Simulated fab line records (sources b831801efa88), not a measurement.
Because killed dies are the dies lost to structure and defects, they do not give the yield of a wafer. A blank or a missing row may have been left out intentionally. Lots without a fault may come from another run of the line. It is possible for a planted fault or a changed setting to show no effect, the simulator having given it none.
Matching of chambers || flow sky130 || SKY_CONTACT_CVD_00 on pecvd-02 has 3 sister chambers
The step deposits Si3N4, target thk 75 nm. 6 wafers are shown with their chamber, then 9 later ones without.

## WAFERS WITH THEIR CHAMBER
{"wafer": "L081.1", "chamber": 0, "heater power w (W)": 882}
{"wafer": "L084.5", "chamber": 2, "heater power w (W)": 675}
{"wafer": "L084.6", "chamber": 0, "heater power w (W)": 919}
{"wafer": "L086.3", "chamber": 1, "heater power w (W)": 711}
{"wafer": "L086.5", "chamber": 1, "heater power w (W)": 545}
{"wafer": "L086.6", "chamber": 2, "heater power w (W)": 700}

## WAFERS WHOSE CHAMBER IS MISSING
{"wafer": "L091.3", "heater power w (W)": 901}
{"wafer": "L091.4", "heater power w (W)": 664}
{"wafer": "L091.5", "heater power w (W)": 899}
{"wafer": "L095.3", "heater power w (W)": 700}
{"wafer": "L095.4", "heater power w (W)": 804}
{"wafer": "L095.5", "heater power w (W)": 670}
{"wafer": "L097.3", "heater power w (W)": 632}
{"wafer": "L097.4", "heater power w (W)": 688}
{"wafer": "L097.5", "heater power w (W)": 941}

## WHICH CHAMBER EACH ONE RAN IN
{"wafer": "L091.3", "from the rows above": 0, "in truth": 0}
{"wafer": "L091.4", "from the rows above": "can't be placed: 2 or 1", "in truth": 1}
{"wafer": "L091.5", "from the rows above": 0, "in truth": 0}
{"wafer": "L095.3", "from the rows above": "can't be placed: 2 or 1", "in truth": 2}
{"wafer": "L095.4", "from the rows above": "can't be placed: 0 or 2 or 1", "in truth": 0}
{"wafer": "L095.5", "from the rows above": "can't be placed: 2 or 1", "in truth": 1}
{"wafer": "L097.3", "from the rows above": "can't be placed: 1 or 2", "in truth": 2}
{"wafer": "L097.4", "from the rows above": "can't be placed: 2 or 1", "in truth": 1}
{"wafer": "L097.5", "from the rows above": 0, "in truth": 0}
Correct placement for 3 of the 9. Can't be placed from these rows: 6 (the true chamber is among the candidates in 6). Wrongly placed: 0.
How it was worked out, from the rows above alone: a wafer's distance from a chamber is the root of the sum, over the readings, of the square of ((its reading less the chamber's mean) divided by the reading's scatter). If the next closest chamber is less than 2 further off than the closest, the wafer can't be placed; otherwise it belongs to the closest. A chamber's mean is the mean of its shown wafers. The scatter: take each reading less its chamber's mean, square it, sum over the shown wafers, divide by the number of wafers less the number of chambers, and take the root.
